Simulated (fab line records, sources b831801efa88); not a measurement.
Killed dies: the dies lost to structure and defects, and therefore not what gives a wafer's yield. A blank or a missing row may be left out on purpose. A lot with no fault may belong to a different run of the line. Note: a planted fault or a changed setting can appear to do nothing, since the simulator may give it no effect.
Struck lot and sound lot, side by side || flow sky130 || 16 out of 708 route steps
Sound: the wafers L991.1, L991.2, L991.4. Struck: wafer L985.4 (left out: L985.2, L985.6 of the same lot, which were not struck); the cause appears at the end.
Order at every step that has rows: each side's tool, ch and its chambers, its first start. Under that, the readings that differ: sound wafers || struck wafers || difference of the means || sigmas: that difference in standard deviations of wafers without a fault.
alike: same words and numbers on both sides, and readings whose means sit less than 2 such deviations apart. not compared: any withheld reading, any reading some wafer has no value for, any bound like >300 that may hide the same value, and any number with overlapping values for which the record gives no deviation.
A row with sigmas, a row that says differs or no value, or rows on one side alone: a step with any of these is where the two part. Non-overlapping numbers with no deviation appear without sigmas and do not part them. A reading that every wafer of one side lacks parts them only if that side has two wafers or more.

first, 1 step without rows for these wafers: SKY_FIELD_ISO_CVD_03 (deposits Si3N4 from DCS/NH3, target thk 165 nm, time 2830 s).
SKY_FIELD_ISO_THK_MEAS_04:
  sound on film-metro-02 at day 5 18:19; struck on film-metro-01 at day 4 13:51
  alike: FIELD_ISO_CVD_03_THK
then, 8 steps without rows for these wafers: SKY_FIELD_ISO_DEHYDRATE_05 (time 60 s); SKY_FIELD_ISO_HMDS_06 (prime time 60 s); SKY_FIELD_ISO_COAT_07 (resist thk 60 nm); SKY_FIELD_ISO_COAT_08 (resist thk 450 nm); SKY_FIELD_ISO_SOFTBAKE_09 (time 90 s); SKY_FIELD_ISO_EXPOSE_10 (exposes mask FOM, target cd 150 nm); SKY_FIELD_ISO_PEB_11; SKY_FIELD_ISO_DEVELOP_12 (develop time 60 s).
SKY_FIELD_ISO_CD_MEAS_13 targets a cd of 150 nm.
  sound on cd-sem-02 at day 6 12:41; struck on cd-sem-01 at day 5 07:34
  alike: cd-nm
SKY_FIELD_ISO_ETCH_14: etches BARC in N2/H2, stops on SiO2, time 45.9 s, target depth 60 nm.
  sound on rie-diel-01 ch 0,1,2, day 6 12:48; struck on rie-diel-04 ch 0, day 5 07:40
  alike: drypump-motor-current-A, oes-product-au, throttle-valve-pct
  not compared: rf-hours-counter-h
SKY_FIELD_ISO_ETCH_15: etches the open film in CHF3/O2, stops on Si, target depth 180 nm, time 72 s.
  sound on rie-diel-01 ch 0,1,2, day 6 12:50; struck on rie-diel-04 ch 0, day 5 07:43
{"reading": "oes-product-au (a.u.)", "sound": "0.951 0.953 0.951", "struck": 0.914, "difference": -0.038, "sigmas": -6}
{"reading": "throttle-valve-pct (%)", "sound": "8.872 8.838 8.851", "struck": 8.823, "difference": -0.031, "sigmas": -3}
{"reading": "model.KrF-thick_of_FIELD_ISO_COAT_08.thk-nm (nm)", "sound": "237.6 238 238.3", "struck": 258.1, "difference": "+20.1", "sigmas": ""}
  alike: chf3-flow-sccm, drypump-motor-current-A
  not compared: rf-hours-counter-h
SKY_FIELD_ISO_STRIP_16: strips in O2/N2.
  sound on plasma-asher-03 ch 0,1, day 6 12:54; struck on plasma-asher-02 ch 0, day 5 07:46
{"reading": "drypump-motor-current-A (A)", "sound": "5.4 6.5 6.4", "struck": 4.9, "difference": -1.2, "sigmas": -3}
{"reading": "oes-product-au (a.u.)", "sound": "0.377 0.382 0.382", "struck": 0.391, "difference": "+0.011", "sigmas": "+2"}
{"reading": "strip-time-to-endpoint-s (s)", "sound": "3.56 3.58 3.57", "struck": 3.78, "difference": "+0.21", "sigmas": "+6"}
  not compared: rf-hours-counter-h
SKY_FIELD_ISO_ETCH_17: etches Si in HBr/Cl2/O2, target depth 342 nm, time 97.7 s.
  sound on rie-si-01 ch 0,1,3, day 6 13:00; struck on rie-si-01 ch 3, day 5 07:52
  alike: drypump-motor-current-A, oes-product-au, throttle-valve-pct
  not compared: rf-hours-counter-h
-- record jumps: 44 days separate the struck wafers' starts on either side; left off in module FIELD_ISO, taken up again in module PAD_OPEN, whose first shown step is the route's number 708 --
SKY_PAD_OPEN_PROBE_99:
  only the struck wafers here have rows in the record (prober-02, day 49 10:43); the sound ones have none

WHERE THEY PART
Last at SKY_PAD_OPEN_PROBE_99 as far as this record goes, first at SKY_FIELD_ISO_ETCH_15.

WHY: what the simulator had put in
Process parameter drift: rie-diel-04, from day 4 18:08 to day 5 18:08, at SKY_FIELD_ISO_ETCH_15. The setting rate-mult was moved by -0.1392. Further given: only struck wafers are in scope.
